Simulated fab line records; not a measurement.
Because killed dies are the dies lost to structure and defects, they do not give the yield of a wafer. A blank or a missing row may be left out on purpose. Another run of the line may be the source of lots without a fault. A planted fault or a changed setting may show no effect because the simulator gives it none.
The tool behind it: which one? || flow sky130 || route of 708 steps, sampled at 1 step: 7 lots, 21 wafers

## WHAT THE GAUGES READ, wafer by wafer
SKY_FIELD_ISO_CD_MEAS_13 targets a cd of 150 nm.
{"lot": "L563", "measured": "day 2 15:47", "on": "cd sem-02", "cd nm (nm)": "148.9 149.0 149.1"}
{"lot": "L565", "measured": "day 3 01:50", "on": "cd sem-01", "cd nm (nm)": "151.5 150.6 149.5"}
{"lot": "L567", "measured": "day 3 12:15", "on": "cd sem-01", "cd nm (nm)": "146.7 148.3 146.9"}
{"lot": "L569", "measured": "day 3 22:44", "on": "cd sem-01", "cd nm (nm)": "151.3 152.3 152.6"}
{"lot": "L575", "measured": "day 5 05:56", "on": "cd sem-01", "cd nm (nm)": "151.5 149.5 149.7"}
{"lot": "L582", "measured": "day 6 18:39", "on": "cd sem-02", "cd nm (nm)": "150.4 148.9 150.9"}
{"lot": "L584", "measured": "day 7 03:49", "on": "cd sem-02", "cd nm (nm)": "147.9 148.7 147.7"}

## WHICH TOOL RAN EACH LOT (tool, then ch and the chambers of the sampled wafers, then the start)
Record: no process step prior to these readings.

## THE ANSWER, worked out from the rows above alone
Rule: the usual values come from the lots themselves. The widest of any qualifying gaps counts: lots, ordered by their means at a reading, are off when they make up no more than a third of the lots, leave a main group of 4 or more, and stand apart from it by 3 or more times the standard deviation of that group's means. Not used: any main group whose means are identical at the precision the tables above print for the reading. Also off: a lot with no number at a reading for which 4 or more lots have one. Any other lot the step has rows for is counted as sound.
No lot is off at any reading shown: from this, nothing can be told.

## WHAT THE SIMULATOR PUT IN
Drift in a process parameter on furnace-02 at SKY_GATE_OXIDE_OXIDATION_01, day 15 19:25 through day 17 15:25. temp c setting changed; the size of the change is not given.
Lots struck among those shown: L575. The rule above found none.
